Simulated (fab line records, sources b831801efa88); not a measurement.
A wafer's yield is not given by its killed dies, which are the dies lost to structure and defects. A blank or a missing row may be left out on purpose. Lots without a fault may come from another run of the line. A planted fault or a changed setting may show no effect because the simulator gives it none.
Which tool is to blame? + flow gf180mcu + 43 wafers from 15 lots sampled at 4 of the route's 602 steps

WHAT EACH GAUGE READ, for each wafer
GF_STI_THK_MEAS_22.
| lot  | measured    | on            | STI_OXIDATION_01_THK (nm) |
|------|-------------|---------------|---------------------------|
| L380 | day 2 04:41 | film-metro-03 | 14.76 14.76 14.79         |
| L381 | day 2 09:48 | film-metro-02 | 14.61 14.67 14.59         |
| L382 | day 2 13:58 | film-metro-01 | 14.74 14.75 14.97         |
| L383 | day 2 20:19 | film-metro-02 | 14.90 14.86 14.41         |
| L384 | day 3 01:16 | film-metro-02 | 14.61 14.60 14.75         |
| L386 | day 3 10:46 | film-metro-02 | 14.72 14.93 14.74         |
| L387 | day 3 14:41 | film-metro-01 | 14.79 14.72 14.85         |
| L388 | day 3 20:37 | film-metro-01 | 15.15 15.10 15.39         |
| L389 | day 4 01:38 | film-metro-03 | 15.15 14.87 15.01         |
| L392 | day 4 18:13 | film-metro-02 | 14.94 14.82               |
| L393 | day 4 21:50 | film-metro-01 | 15.15 15.30 15.17         |
| L394 | day 5 04:01 | film-metro-02 | 14.94 15.19               |
| L400 | day 6 09:38 | film-metro-03 | 15.25 14.79 14.97         |
| L401 | day 6 15:13 | film-metro-01 | 14.42 14.61 14.50         |
| L403 | day 7 01:19 | film-metro-03 | 14.57 14.59 14.51         |

GF_MVSD_TW_MEAS_11.
| lot  | measured    | on            | MVSD_TW        |
|------|-------------|---------------|----------------|
| L380 | day 4 12:17 | film-metro-02 | 1586 1576 1581 |
| L381 | day 4 17:53 | film-metro-03 | 1567 1568 1579 |
| L382 | day 4 23:03 | film-metro-03 | 1573 1560 1570 |
| L383 | day 5 04:29 | film-metro-04 | 1584 1588 1590 |
| L384 | day 5 11:41 | film-metro-04 | 1590 1577 1592 |
| L386 | day 5 20:14 | film-metro-04 | 1590 1600 1589 |
| L387 | day 6 01:52 | film-metro-03 | 1571 1567 1571 |
| L388 | day 6 07:33 | film-metro-02 | 1577 1572 1561 |
| L389 | day 6 13:54 | film-metro-02 | 1563 1563 1560 |
| L392 | day 7 07:23 | film-metro-03 | 1576 1566      |
| L393 | day 7 11:59 | film-metro-03 | 1566 1571 1571 |
| L394 | day 7 19:59 | film-metro-02 | 1584 1571      |
| L400 | day 9 07:47 | film-metro-03 | 1567 1569 1567 |
| L401 | day 9 11:43 | film-metro-02 | 1573 1577 1577 |
| L403 | day 9 23:05 | film-metro-04 | 1572 1576 1582 |

GF_MVPSD_OVL_MEAS_07.
| lot  | measured     | on         | MVPSD_OVL (nm) |
|------|--------------|------------|----------------|
| L380 | day 5 01:30  | overlay-02 | 0.7 0.8 0.3    |
| L381 | day 5 07:30  | overlay-01 | 1.1 3.8 4.0    |
| L382 | day 5 13:09  | overlay-01 | -0.6 -0.9 -0.3 |
| L383 | day 5 17:53  | overlay-02 | -3.1 -0.9 -0.8 |
| L384 | day 6 01:52  | overlay-02 | 1.1 2.2 1.7    |
| L386 | day 6 10:52  | overlay-02 | -0.9 -0.7 -0.5 |
| L387 | day 6 16:51  | overlay-01 | -3.1 1.0 0.6   |
| L388 | day 6 22:37  | overlay-01 | 0.0 2.1 -0.8   |
| L389 | day 7 05:13  | overlay-02 | -0.1 -0.6 0.8  |
| L392 | day 7 23:44  | overlay-02 | 0.3 0.9        |
| L393 | day 8 04:18  | overlay-01 | -1.1 0.5 -0.6  |
| L394 | day 8 12:25  | overlay-02 | -0.2 0.6       |
| L400 | day 10 00:59 | overlay-01 | -0.2 -1.4 -0.7 |
| L401 | day 10 05:16 | overlay-01 | 2.4 2.2 2.0    |
| L403 | day 10 16:37 | overlay-01 | -0.3 0.6 -0.1  |

EACH LOT AND THE TOOL THAT RAN IT (in order: tool; ch and the chambers of the sampled wafers; start)
| lot  | GF_STI_PEB_10                    |
|------|----------------------------------|
| L380 | litho-track-01 ch 0, day 2 00:32 |
| L381 | litho-track-04 ch 0, day 2 05:41 |
| L382 | litho-track-03 ch 0, day 2 11:46 |
| L383 | litho-track-03 ch 0, day 2 18:07 |
| L384 | litho-track-01 ch 0, day 2 23:04 |
| L386 | litho-track-03 ch 0, day 3 07:47 |
| L387 | litho-track-01 ch 0, day 3 12:32 |
| L388 | litho-track-01 ch 0, day 3 18:26 |
| L389 | litho-track-03 ch 0, day 3 23:23 |
| L392 | litho-track-01 ch 0, day 4 15:31 |
| L393 | litho-track-01 ch 0, day 4 19:04 |
| L394 | litho-track-01 ch 0, day 5 01:49 |
| L400 | litho-track-03 ch 0, day 6 07:25 |
| L401 | litho-track-04 ch 0, day 6 13:04 |
| L403 | litho-track-04 ch 0, day 6 23:08 |
- GF_STI_PEB_10: peb time 90 s.

AS READ BY THE TOOLS THEMSELVES (means over the sampled wafers that have a number; for cases with no such wafer, the mark the record gives instead)
GF_STI_PEB_10.
| lot  | tool           | heater-power-total-W (W) | plate-temp-C (C) |
|------|----------------|--------------------------|------------------|
| L380 | litho-track-01 | 85.73                    | 135.07           |
| L381 | litho-track-04 | 85.71                    | 134.98           |
| L382 | litho-track-03 | 85.64                    | 134.95           |
| L383 | litho-track-03 | 85.73                    | 135.09           |
| L384 | litho-track-01 | 85.72                    | 134.79           |
| L386 | litho-track-03 | 85.72                    | 135.11           |
| L387 | litho-track-01 | 85.70                    | 135.18           |
| L388 | litho-track-01 | 85.82                    | 134.99           |
| L389 | litho-track-03 | 85.63                    | 135.04           |
| L392 | litho-track-01 | 86.11                    | 135.00           |
| L393 | litho-track-01 | 86.05                    | 135.01           |
| L394 | litho-track-01 | 86.14                    | 134.95           |
| L400 | litho-track-03 | 85.72                    | 135.02           |
| L401 | litho-track-04 | 85.71                    | 134.95           |
| L403 | litho-track-04 | 85.69                    | 135.13           |

THE ANSWER, worked out from the rows above alone
Rule: usual is defined by the lots themselves. The widest of any qualifying gaps counts: lots, ordered by their means at a reading, are off when they make up no more than a third of the lots, leave a main group of 4 or more, and stand apart from it by 3 or more times the standard deviation of that group's means. If all means in a main group match to the digits the tables above print for the reading, that group is not used. Also off: a lot with no number at a reading for which 4 or more lots have one. All remaining lots with rows at the step are treated as sound. First the gauges in route order, then the tools' own readings, where a lot's mean is used as printed above. At the first step where some lot is off, the reading lying furthest off is the one used; lots without a number count as furthest.
Off, at GF_STI_PEB_10 on heater-power-total-W: L392, L393, L394. Main group: mean 85.71 W, sd 0.046.
If a tool, at that step or one of the process steps before it, ran each lot that is off and ran no sound lot following the first of them, it fits. One fits: GF_STI_PEB_10 on litho-track-01. Its last sound lot is L388 (day 3 18:26), its first lot that is off L392 (day 4 15:31): a fault that began between those two fits.
On the lots that are off, the tool's own readings at GF_STI_PEB_10 differ by more than 5 times the standard deviation of the sound lots' means, which bears it out; heater-power-total-W reads 86.10 W there versus 85.71 W on the sound lots.

WHAT THE SIMULATOR PUT IN
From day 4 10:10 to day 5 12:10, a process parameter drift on litho-track-01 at GF_STI_PEB_10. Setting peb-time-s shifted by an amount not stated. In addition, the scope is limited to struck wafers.
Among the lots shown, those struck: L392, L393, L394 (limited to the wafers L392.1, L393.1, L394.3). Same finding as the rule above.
